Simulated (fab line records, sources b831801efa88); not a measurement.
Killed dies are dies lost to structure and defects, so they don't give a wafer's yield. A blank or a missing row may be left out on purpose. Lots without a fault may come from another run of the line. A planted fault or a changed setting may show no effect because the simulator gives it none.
Split-lot experiment | flow gf180mcu | 5 lots, 23 wafers read, on a route of 602 steps

THE SPLIT
At GF_HV_LDD_EXPOSE_28 (exposes mask Nplus HV AREA, target cd 400 nm), the setting dose_mj was moved away from the recipe's 140 on 5 of the 23 wafers read, by +2.0% to +3.6%. The other wafers ran this setting at the recipe's value.

FROM THE SPLIT TO THE READING: what the file shows between them, 2 steps
- GF_HV_LDD_PEB_29
- GF_HV_LDD_DEVELOP_30: develop time 60 s

THE READING
cd_nm, in nm, at GF_HV_LDD_CD_MEAS_31 (target cd 400 nm). Fault-free wafers of this fab line usually give 399.8 nm, standard deviation 1.9 nm.

wafer  | tool, chamber at the split | dose_mj as run | against the recipe | cd_nm, nm | against lot-mates on the recipe
L076.3 | iline_stepper-02, 0        | 140            | recipe             | 397.6     | -
L076.4 | iline_stepper-02, 0        | 140            | recipe             | 398.6     | -
L076.6 | iline_stepper-02, 0        | 140            | recipe             | 400.9     | -
L078.1 | iline_stepper-01, 0        | 145.1          | +3.6%              | 410.7     | +12.9
L078.2 | iline_stepper-01, 0        | 140            | recipe             | 397.0     | -
L078.4 | iline_stepper-01, 0        | 145.1          | +3.6%              | 408.6     | +10.9
L078.5 | iline_stepper-01, 0        | 140            | recipe             | 398.5     | -
L078.6 | iline_stepper-01, 0        | 145.1          | +3.6%              | 410.4     | +12.6
L079.1 | iline_stepper-01, 0        | 140            | recipe             | 401.8     | -
L079.2 | iline_stepper-01, 0        | 140            | recipe             | 401.2     | -
L079.3 | iline_stepper-01, 0        | 140            | recipe             | 400.8     | -
L079.4 | iline_stepper-01, 0        | 140            | recipe             | 400.8     | -
L079.6 | iline_stepper-01, 0        | 140            | recipe             | 400.5     | -
L080.1 | iline_stepper-02, 0        | 140            | recipe             | 406.3     | -
L080.2 | iline_stepper-02, 0        | 140            | recipe             | 402.1     | -
L080.4 | iline_stepper-02, 0        | 140            | recipe             | 402.7     | -
L080.5 | iline_stepper-02, 0        | 140            | recipe             | 403.0     | -
L080.6 | iline_stepper-02, 0        | 140            | recipe             | 402.3     | -
L083.1 | iline_stepper-01, 0        | 140            | recipe             | 397.0     | -
L083.2 | iline_stepper-01, 0        | 140            | recipe             | 399.4     | -
L083.3 | iline_stepper-01, 0        | 142.8          | +2.0%              | 405.6     | +7.4
L083.5 | iline_stepper-01, 0        | 142.8          | +2.0%              | 404.6     | +6.4
L083.6 | iline_stepper-01, 0        | 140            | recipe             | 398.1     | -

THE FIT
A straight line over all 23 wafers: cd_nm changes by +2.55 nm for each +1% of dose_mj; r = +0.84; the points scatter about the line by 2.2 nm.
The same after taking each lot's own level away (the mean of its wafers on the recipe; 23 wafers): +3.35 nm for each +1%; r = +0.97; scatter 1.1 nm.
On that fit, the largest move of dose_mj shifts the reading by 12 nm.
The lots' own levels span 397.75 to 403.28 nm, that is 2.9 times the standard deviation above.
So the lot-to-lot level changes the slope: the two fits differ.
Check: with one of the wafers moved furthest among these (+3.6%) left out of the fit, the line predicts +12 nm for it against its lot-mates. It came out at +12.9 nm against them.

OTHER SPLITS ON THESE WAFERS
These wafers also went through other splits before the reading. Each is held against what the fit with the lots' levels taken away leaves over:
other split on the same wafers      | wafers away from the commonest value | r with cd_nm (lot level and that fit taken away)
GF_NWELL_COAT_02 spin_rpm           | 7                                    | -0.23
GF_LVPWELL_COAT_02 spin_rpm         | 6                                    | +0.01
GF_LVPWELL_IMPLANT_09 energy_kev    | 3                                    | -0.09
GF_MVPSD_SOFTBAKE_03 temp_c         | 6                                    | +0.18
GF_VT_IMPLANT_IMPLANT_41 dose_cm2   | 8                                    | -0.16
GF_DUAL_GATE_OXIDATION_02 temp_c    | 15                                   | -0.03
GF_POLY_GATE_EXPOSE_07 dose_mj      | 5                                    | +0.00
GF_POLY_GATE_OXIDATION_16 ox_time_s | 15                                   | +0.02
GF_HV_LDD_EXPOSE_04 dose_mj         | 8                                    | +0.21

THE FILE'S OWN FIT
cd_nm changes by +3.36 nm for each +1% of dose_mj, r = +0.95.
